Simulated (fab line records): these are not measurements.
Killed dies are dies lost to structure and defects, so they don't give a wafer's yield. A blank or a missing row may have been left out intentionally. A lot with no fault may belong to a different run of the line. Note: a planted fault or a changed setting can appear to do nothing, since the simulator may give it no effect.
Which tool was responsible?    flow gf180mcu    7 lots with 21 wafers sampled at 2 steps, on a route of 602 steps

== WHAT EACH GAUGE READ, for each wafer ==
GF_VT_IMPLANT_TW_MEAS_32.
lot   measured      on             VT_IMPLANT_3_TW
L151  day 7 16:18   film metro-04  267.9 268.1 269.0
L153  day 8 07:38   film metro-02  263.0 264.5 263.2
L159  day 9 22:26   film metro-01  268.6 267.4 269.0
L161  day 10 08:53  film metro-02  264.4 264.5 264.4
L163  day 11 01:43  film metro-02  263.5 263.3 265.7
L165  day 11 12:14  film metro-02  263.7 264.4 264.7
L171  day 13 10:52  film metro-04  269.2 268.5 268.8

== WHAT TOOL EACH LOT RAN ON (gives the tool, then ch and the chambers of the sampled wafers, and finally the start) ==
lot   GF_LVPWELL_IMPLANT_08
L151  implanter-02 ch 0, day 4 12:49
L153  implanter-01 ch 0, day 5 00:11
L159  implanter-01 ch 0, day 6 10:23
L161  implanter-04 ch 0, day 6 22:14
L163  implanter-01 ch 0, day 7 09:53
L165  implanter-04 ch 0, day 7 20:04
L171  implanter-02 ch 0, day 9 12:31
- GF_LVPWELL_IMPLANT_08

== THE ANSWER, worked out from the rows above alone ==
Rule: the lots themselves supply what counts as usual. Put in order of their means at a reading, lots are off if they are a third of the lots or fewer, leave a main group of 4 or more, and stand apart from it by a gap of 3 or more times the standard deviation of the main group's means; of several such gaps the widest counts. A main group is skipped when, at the precision printed for the reading in the tables above, its means are all equal. Also off: a lot with no number at a reading for which 4 or more lots have one. All remaining lots with rows at the step are treated as sound.
Nothing can be told from this: no lot is off at any reading shown.

== WHAT WAS PUT IN BY THE SIMULATOR ==
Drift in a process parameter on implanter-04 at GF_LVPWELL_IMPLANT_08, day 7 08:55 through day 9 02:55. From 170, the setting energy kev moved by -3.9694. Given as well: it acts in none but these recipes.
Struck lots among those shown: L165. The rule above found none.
